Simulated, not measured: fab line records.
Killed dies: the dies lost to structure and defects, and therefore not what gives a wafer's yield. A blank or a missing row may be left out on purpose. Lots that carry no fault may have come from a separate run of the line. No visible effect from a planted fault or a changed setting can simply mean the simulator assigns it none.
2 desks looking at one fault + flow gf180mcu + each desk has only its own numbers; what lay behind them comes last

== METROLOGY DESK ==
What the gauges read, lot by lot, whatever tool the lot ran on: means of the sampled wafers that have a number. A lot is out of limits, marked OUT, if its mean lies more than 4 standard deviations from the usual mean; the brackets give that distance.
Columns: A = TOP_METAL_ALCU_RS at GF_TOP_METAL_RS_MEAS_05, usual 0.0329 ohm/sq
| lot  | first seen here | A      |
|------|-----------------|--------|
| L135 | day 27 00:10    | 0.0329 |
| L136 | day 27 14:39    | 0.0329 |
| L138 | day 28 00:07    | 0.0326 |
| L140 | day 28 16:34    | 0.0326 |
| L141 | day 29 12:55    | 0.0329 |
| L148 | day 31 03:19    | 0.0329 |
| L150 | day 31 14:39    | 0.0329 |
| L151 | day 31 23:25    | 0.0329 |
| L152 | day 32 07:35    | 0.0327 |
| L153 | day 32 11:38    | 0.0333 |
| L155 | day 33 00:24    | 0.0332 |
| L156 | day 33 07:37    | 0.0324 |
| L158 | day 33 17:22    | 0.0329 |
This desk's verdict: no lot among the 13 shows anything out of limits.

== DESK OF THE TOOL OWNER: pecvd-03 ==
The tool's own readings at GF_PASSIVATION_CVD_00 (deposits SiO2 from TEOS, target thk 1000 nm, time 111.95 s): means of the sampled wafers that have a number, for each lot that ran on this tool. A lot is out of limits, marked OUT, if its mean lies more than 4 standard deviations from the usual mean; the brackets give that distance.
Columns: A = heater_power_w at GF_PASSIVATION_CVD_00, usual 658 W; B = run_length_s at GF_PASSIVATION_CVD_00, usual 140.2 s
| lot  | first seen here | A   | B     |
|------|-----------------|-----|-------|
| L135 | day 27 21:45    | 626 | 140.0 |
| L136 | day 28 11:50    | 575 | 139.6 |
| L138 | day 28 20:34    | 598 | 139.8 |
| L141 | day 30 08:05    | 600 | 142.2 |
| L151 | day 32 17:16    | 666 | 140.2 |
| L153 | day 33 04:09    | 534 | 140.2 |
This desk's verdict: no lot among the 6 shows anything out of limits.

== PUT TOGETHER ==
From the metrology desk's view, nothing was out of limits.
The tool owner's desk saw nothing out of limits.

== WHAT WAS PUT IN BY THE SIMULATOR ==
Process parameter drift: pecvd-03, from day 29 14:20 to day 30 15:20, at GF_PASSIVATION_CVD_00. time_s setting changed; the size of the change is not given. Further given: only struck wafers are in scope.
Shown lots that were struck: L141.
